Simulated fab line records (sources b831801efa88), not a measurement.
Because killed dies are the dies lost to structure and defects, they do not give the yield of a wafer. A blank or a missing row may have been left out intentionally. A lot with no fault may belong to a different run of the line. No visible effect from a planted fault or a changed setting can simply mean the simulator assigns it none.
Split-lot trial -- flow sfqLine -- 23 wafers read from 5 lots, route of 325 steps

THE SPLIT
At SFQ_TRILAYER_I6_VIA_LITHO_EXPOSE_170 (exposes mask I6, target cd 700 nm), the setting doseMj was moved away from the recipe's 21.3 on 5 of the 23 wafers read, by -3.3% to +5.0%. For the rest of the wafers, this setting stayed at what the recipe calls for.

FROM THE SPLIT TO THE READING: what the file shows between them, 3 steps
- SFQ_TRILAYER_I6_VIA_LITHO_PEB_172: peb time 60 s
- SFQ_TRILAYER_I6_VIA_LITHO_DEVELOP_171: time 60 s
- SFQ_TRILAYER_I6_VIA_BARC_OPEN_VIA_ETCH_235: etches BARC in O2, target depth 125 nm, time 41.7 s

THE READING
I6.cdNm (the simulator's own value, which no gauge read), in nm, at SFQ_TRILAYER_I6_VIA_ETCH_VIA_ETCH_172 (etches SiO2 in CHF3, stops on Nb, target depth 260 nm). No usual value for it is given in the file. Here, 18 wafers ran the recipe; their average is 700.1 nm with a standard deviation of 1.8 nm.

wafer,"tool, chamber at the split",doseMj as run,against the recipe,"I6.cdNm, nm",against lot-mates on the recipe
L074.1,"krfScanner-02, 0",22.36,+5.0%,708.3,+7.6
L074.2,"krfScanner-02, 0",21.3,recipe,702.4,-
L074.4,"krfScanner-02, 0",21.3,recipe,698.9,-
L074.5,"krfScanner-02, 0",22.36,+5.0%,707,+6.4
L074.6,"krfScanner-02, 0",22.36,+5.0%,706.8,+6.1
L078.1,"krfScanner-02, 0",21.3,recipe,699.8,-
L078.3,"krfScanner-02, 0",21.3,recipe,698.1,-
L078.4,"krfScanner-02, 0",21.3,recipe,699.7,-
L081.1,"krfScanner-02, 0",21.3,recipe,700.2,-
L081.2,"krfScanner-02, 0",21.3,recipe,700,-
L081.3,"krfScanner-02, 0",21.3,recipe,700.7,-
L081.4,"krfScanner-02, 0",21.3,recipe,700.4,-
L081.5,"krfScanner-02, 0",21.3,recipe,698.6,-
L083.1,"krfScanner-02, 0",21.3,recipe,701.3,-
L083.3,"krfScanner-02, 0",21.3,recipe,701.3,-
L083.4,"krfScanner-02, 0",21.3,recipe,703.4,-
L083.5,"krfScanner-02, 0",21.3,recipe,702.5,-
L083.6,"krfScanner-02, 0",21.3,recipe,701.6,-
L082.1,"krfScanner-02, 0",21.3,recipe,696.8,-
L082.2,"krfScanner-02, 0",20.6,-3.3%,693,-4.4
L082.3,"krfScanner-02, 0",21.3,recipe,697.4,-
L082.4,"krfScanner-02, 0",20.6,-3.3%,691.4,-6.0
L082.6,"krfScanner-02, 0",21.3,recipe,698.1,-

THE FIT
A straight line over all 23 wafers: I6.cdNm changes by +1.71 nm for each +1% of doseMj; r = +0.89; the points scatter about the line by 1.8 nm.
The same after taking each lot's own level away (the mean of its wafers on the recipe; 23 wafers): +1.41 nm for each +1%; r = +0.95; scatter 0.93 nm.
That fit puts the effect of the largest move of doseMj on the reading at 7 nm.
Measured against the standard deviation above, the lots' own levels, which go from 697.43 to 702.02 nm, span 2.6 times it.
In other words, the slope is changed by the lot-to-lot level; the two fits disagree.
Check: +6.67 nm against its lot-mates is what the line predicts for one of the wafers moved furthest among these (+5.0%) when that wafer is left out of the fit. Against them it came out at +7.65 nm.

ADDITIONAL SPLITS CARRIED BY THESE WAFERS
Note: prior to the reading, these wafers also went through further splits. Each is held against what the fit with the lots' levels taken away leaves over:
other split on the same wafers,wafers away from the commonest value,r with I6.cdNm (lot level and that fit taken away)
SFQ_TRILAYER_R5_LITHO_PEB_139 pebTimeS,7,+0.10
SFQ_TRILAYER_C5_BARC_OPEN_VIA_ETCH_210 timeS,11,-0.21
SFQ_TRILAYER_M6_LITHO_COAT_164 spinRpm,6,+0.04
SFQ_TRILAYER_M6_LITHO_PEB_162 pebTempC,9,+0.42

THE WHOLE CHAIN: every reading that the file lists as answering this split, in the file's order
step,what it does,reading,change (the file's fit),r (the file's)
SFQ_TRILAYER_I6_VIA_BARC_OPEN_VIA_ETCH_235,"etches BARC in O2, target depth 125 nm, time 41.7 s","I6.cdNm (the simulator's own value, which no gauge read)",+1.26 nm for each +1% of the setting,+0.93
SFQ_TRILAYER_I6_VIA_ETCH_VIA_ETCH_172,"etches SiO2 in CHF3, stops on Nb, target depth 260 nm","I6.cdNm (the simulator's own value, which no gauge read)",+1.43 nm for each +1% of the setting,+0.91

FILE'S OWN FIT
I6.cdNm changes by +1.43 nm for each +1% of doseMj, r = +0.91.
